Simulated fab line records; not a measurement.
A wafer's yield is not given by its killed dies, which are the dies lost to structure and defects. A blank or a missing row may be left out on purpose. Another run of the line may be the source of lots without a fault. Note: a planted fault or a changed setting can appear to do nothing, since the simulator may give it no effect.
2 desks looking at one fault    flow gf180mcu    each desk has only its own numbers; what lay behind them comes last

== THE TOOL OWNER'S DESK: pvd_sputter-03 ==
The tool's own readings at GF_V2_SPUTTER_21 (material Ti, target thk 15 nm, time 80.02 s): means of the sampled wafers that have a number, for each lot that ran on this tool. If a lot's mean is further than 4 standard deviations from the usual mean, the lot is out of limits and carries the mark OUT (the distance appears in the brackets).
Columns: A = chamber_pressure_pa at GF_V2_SPUTTER_21, usual 5.000 Pa; B = substrate_temp_c at GF_V2_SPUTTER_21, usual 199.97 C; C = throttle_valve_pct at GF_V2_SPUTTER_21, usual 29.9 %
lot   first seen here  A      B       C
L517  day 22 13:44     5.002  199.82  29.8
L519  day 22 22:53     5.004  199.97  30.0
L522  day 24 06:19     4.995  199.93  30.0
L523  day 24 12:56     4.990  199.92  29.6
This desk's finding: nothing out of limits on any of the 4 lots.

== THE METROLOGY DESK ==
What the gauges read for every lot (on any tool): the sampled wafers with a number, averaged. If a lot's mean is further than 4 standard deviations from the usual mean, the lot is out of limits and carries the mark OUT (the distance appears in the brackets).
Columns: A = cd_nm at GF_V2_CD_MEAS_14, usual 260.2 nm; B = V2_OVL at GF_V2_OVL_MEAS_15, usual -2 nm
lot   first seen here  A      B
L517  day 22 12:53     258.1  -0
L519  day 22 22:05     260.7  -6
L521  day 23 16:46     260.3  -1
L522  day 24 05:29     261.1  -1
L523  day 24 12:07     259.5  -3
L531  day 27 00:19     261.2  2
This desk's finding: nothing out of limits on any of the 6 lots.

== ALL TOGETHER ==
Nothing out of limits was seen by the tool owner's desk.
At the metrology desk, nothing out of limits was observed.

== WHAT THE SIMULATOR HAD PUT IN ==
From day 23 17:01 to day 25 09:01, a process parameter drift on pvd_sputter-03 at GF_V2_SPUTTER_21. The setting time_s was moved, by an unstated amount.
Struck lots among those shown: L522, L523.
